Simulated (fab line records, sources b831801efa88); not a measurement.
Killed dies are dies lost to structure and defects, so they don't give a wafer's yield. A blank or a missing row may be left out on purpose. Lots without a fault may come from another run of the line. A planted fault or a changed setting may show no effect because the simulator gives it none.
A struck lot beside a sound one | flow gf180mcu | 14 steps out of a route of 602
Sound: wafers L108.2, L108.3, L108.6. Struck: wafers L117.2, L117.5, L117.6. The cause comes at the end.
At each step with rows: each side's tool, then ch and its chambers, then its first start. Under that, the readings that differ: sound wafers | struck wafers | difference of the means | sigmas: that difference in standard deviations of wafers without a fault.
alike: readings whose means differ by less than 2 such deviations, and words and numbers that are the same on both sides. not compared: withheld readings, readings that some wafer has no value for, bounds like >300 that may hide the same value, and numbers for which the record gives no deviation and whose values overlap.
The two part at a step that has a row with sigmas, a row that says differs or no value, or rows on one side only. Numbers that don't overlap but have no deviation are shown without sigmas and don't part them. A reading that every wafer of one side lacks parts them only if that side has two wafers or more.

first, 4 steps without rows for these wafers: GF_V3_SOFTBAKE_10 (time 60 s); GF_V3_EXPOSE_11 (exposes mask Via3, target cd 260 nm); GF_V3_PEB_12 (peb time 87.49 s); GF_V3_DEVELOP_13 (develop time 60 s).
GF_V3_CD_MEAS_14: target cd 260 nm.
  sound on cd_sem-02, day 25 14:59; struck on cd_sem-01, day 28 08:20
  alike: cd_nm
GF_V3_OVL_MEAS_15:
  sound on overlay-01, day 25 15:06; struck on overlay-01, day 28 08:27
  alike: V3_OVL
GF_V3_ETCH_16: etches BARC in N2/H2.
  sound on rie_diel-04 ch 0,2, day 25 15:08; struck on rie_diel-01 ch 0,2,3, day 28 08:29
  reading             | sound               | struck            | difference | sigmas
  n2_flow_sccm (sccm) | 99.92 100.30 100.25 | 99.61 99.61 99.41 | -0.61      | -2
  alike: bias_w, drypump_motor_current_A, oes_product_au, throttle_valve_pct
GF_V3_ETCH_17: etches SiO2 in C4F8/O2/Ar, stops on TiN, target depth 635 nm.
  sound on rie_diel-04 ch 0,2; struck on rie_diel-01 ch 0,2,3
  alike: bias_w, oes_product_au
GF_V3_STRIP_18: strips in O2/N2.
  sound on plasma_asher-02 ch 0,1, day 25 15:16; struck on plasma_asher-04 ch 0,1, day 28 08:37
  alike: drypump_motor_current_A, heater_power_w, n2_flow_sccm, oes_product_au
  not compared: rf_hours_counter_h
then, 2 steps without rows for these wafers: GF_V3_STRIP_19 (strips in post etch residue remover, time 1200 s); GF_V3_CLEAN_20 (cleans in DIW).
GF_V3_SPUTTER_21: material Ti, target thk 15 nm, time 80.02 s.
  sound on pvd_sputter-04, day 25 15:47; struck on pvd_sputter-04, day 28 09:32
  alike: cathode_dc_power_W, chamber_pressure_pa, substrate_temp_c, throttle_valve_pct
GF_V3_SPUTTER_22: material TiN, target thk 10 nm, time 40 s.
  sound on pvd_sputter-04, day 25 15:51; struck on pvd_sputter-04, day 28 09:36
  no value came back on the struck wafers for cathode_dc_power_W (W), chamber_pressure_pa (Pa), throttle_valve_pct (%); on the sound wafers cathode_dc_power_W (W) reads 3998.2 4000.4 3999.3
GF_V3_CVD_23: deposits W, target thk 350 nm, time 104.9 s.
  sound on cvd_w-01 ch 1, day 25 15:53; struck on cvd_w-02 ch 0,1, day 28 09:38
  alike: heater_power_w

WHERE THEY PART
First at GF_V3_ETCH_16; last, within this record, at GF_V3_SPUTTER_22. Later steps at which nothing parts them and some readings are alike: GF_V3_CVD_23.

WHY: what the simulator had put in
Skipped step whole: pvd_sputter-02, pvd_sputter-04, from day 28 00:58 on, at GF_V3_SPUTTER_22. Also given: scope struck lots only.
